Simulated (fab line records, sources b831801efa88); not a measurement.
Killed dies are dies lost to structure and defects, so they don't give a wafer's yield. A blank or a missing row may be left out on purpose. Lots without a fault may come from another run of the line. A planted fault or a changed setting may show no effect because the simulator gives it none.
Chamber matching | flow gf180mcu | GF_V3_CMP_26 on cmp-02: 4 sister chambers
The step polishes, stops on SiO2, t overpolish 15 s, target thk 0 nm. 4 wafers are shown with their chamber, then 9 later ones without.

WAFERS WITH THEIR CHAMBER
wafer  | chamber | motor_current_A (A)
L224.6 | 2       | 9.5
L232.3 | 3       | 9.8
L232.5 | 0       | 11.6
L232.6 | 1       | 11.7

WAFERS WITHOUT THEIR CHAMBER
wafer  | motor_current_A (A)
L233.1 | 9.4
L233.3 | 11.5
L233.4 | 10.1
L234.2 | 11.5
L234.4 | 10.2
L234.6 | 9.5
L235.3 | 12.1
L235.5 | 12.0
L235.6 | 12.1

WHICH CHAMBER EACH WENT THROUGH
wafer  | from the rows above     | in truth
L233.1 | can't be placed: 2 or 3 | 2
L233.3 | can't be placed: 0 or 1 | 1
L233.4 | can't be placed: 3 or 2 | 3
L234.2 | can't be placed: 0 or 1 | 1
L234.4 | can't be placed: 3 or 2 | 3
L234.6 | can't be placed: 2 or 3 | 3
L235.3 | can't be placed: 1 or 0 | 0
L235.5 | can't be placed: 1 or 0 | 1
L235.6 | can't be placed: 1 or 0 | 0
Placed correctly: 0 of 9. Can't be placed from these rows: 9 (the true chamber is among the candidates in 9). Placed wrongly: 0.
How it was worked out, from the rows above alone: a wafer's distance from a chamber is the root of the sum, over the readings, of the square of ((its reading less the chamber's mean) divided by the reading's scatter). The wafer belongs to the nearest chamber; if the next one is less than 2 further off, it can't be placed. A chamber's mean is the mean of its shown wafers. The scatter: with one shown wafer a chamber, the root of the mean of the squares of how far each hidden wafer lies from its nearest shown one.
